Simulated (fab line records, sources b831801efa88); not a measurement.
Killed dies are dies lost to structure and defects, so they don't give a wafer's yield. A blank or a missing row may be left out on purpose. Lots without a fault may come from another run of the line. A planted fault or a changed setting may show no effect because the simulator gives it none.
Which tool did it? | flow sky130 | 13 lots, 36 wafers sampled, at 2 steps of a route of 708

WHAT THE GAUGES READ, wafer by wafer
SKY_VIA1_BOW_MEAS_03.
lot  | measured     | on            | VIA1_BOW (um)
L128 | day 33 00:56 | film_metro-02 | 83 77 72
L130 | day 33 07:52 | film_metro-03 | 88 93 80
L131 | day 34 02:11 | film_metro-02 | 81 84 77
L133 | day 34 18:20 | film_metro-02 | 74 93 67
L135 | day 35 01:47 | film_metro-03 | 99 79 75
L137 | day 35 18:41 | film_metro-02 | 92 71 79
L138 | day 36 03:49 | film_metro-02 | 70 84 90
L140 | day 36 11:07 | film_metro-03 | 89 88 93
L142 | day 36 23:44 | film_metro-02 | 79 80 80
L144 | day 37 23:10 | film_metro-02 | 80
L145 | day 38 17:10 | film_metro-02 | 85 73
L149 | day 39 09:34 | film_metro-03 | 89 84 87
L151 | day 39 22:47 | film_metro-01 | 83 75 85

WHICH TOOL RAN EACH LOT (tool, then ch and the chambers of the sampled wafers, then the start)
lot  | SKY_METAL1_SPUTTER_04
L128 | pvd_sputter-02, day 31 20:31
L130 | pvd_sputter-01, day 32 03:24
L131 | pvd_sputter-02, day 32 21:09
L133 | pvd_sputter-02, day 33 15:10
L135 | pvd_sputter-02, day 33 20:59
L137 | pvd_sputter-04, day 34 16:28
L138 | pvd_sputter-02, day 35 01:16
L140 | pvd_sputter-04, day 35 07:28
L142 | pvd_sputter-04, day 35 19:28
L144 | pvd_sputter-01, day 36 20:40
L145 | pvd_sputter-01, day 37 14:14
L149 | pvd_sputter-04, day 38 07:44
L151 | pvd_sputter-01, day 38 20:11
- SKY_METAL1_SPUTTER_04: material TiN, target thk 70 nm, time 58.3 s.

WHAT THE TOOLS THEMSELVES READ (means of the sampled wafers that have a number; where no wafer has one, the mark that the record gives instead)
SKY_METAL1_SPUTTER_04.
lot  | tool           | throttle_valve_pct (%)
L128 | pvd_sputter-02 | 29.7
L130 | pvd_sputter-01 | 29.3
L131 | pvd_sputter-02 | 29.4
L133 | pvd_sputter-02 | 29.8
L135 | pvd_sputter-02 | 29.5
L137 | pvd_sputter-04 | 29.9
L138 | pvd_sputter-02 | 30.5
L140 | pvd_sputter-04 | 30.7
L142 | pvd_sputter-04 | 30.1
L144 | pvd_sputter-01 | 29.0
L145 | pvd_sputter-01 | 29.5
L149 | pvd_sputter-04 | 30.1
L151 | pvd_sputter-01 | 29.4

THE ANSWER, worked out from the rows above alone
Rule: what is usual is taken from the lots themselves. Put in order of their means at a reading, lots are off if they are a third of the lots or fewer, leave a main group of 4 or more, and stand apart from it by a gap of 3 or more times the standard deviation of the main group's means; of several such gaps the widest counts. A main group whose means are all the same, to the digits that the tables above print for the reading, isn't used. A lot without any number at a reading at which 4 lots or more have one is off too. The other lots that the step has rows for count as sound. The gauges are gone through in route order, then the tools' own readings, and for those a lot's mean is taken as printed above. The first step at which some lot is off is used, and at that step the reading that is off furthest; a lot without a number counts as furthest.
No lot is off at any reading shown: from this, nothing can be told.

WHAT THE SIMULATOR HAD PUT IN
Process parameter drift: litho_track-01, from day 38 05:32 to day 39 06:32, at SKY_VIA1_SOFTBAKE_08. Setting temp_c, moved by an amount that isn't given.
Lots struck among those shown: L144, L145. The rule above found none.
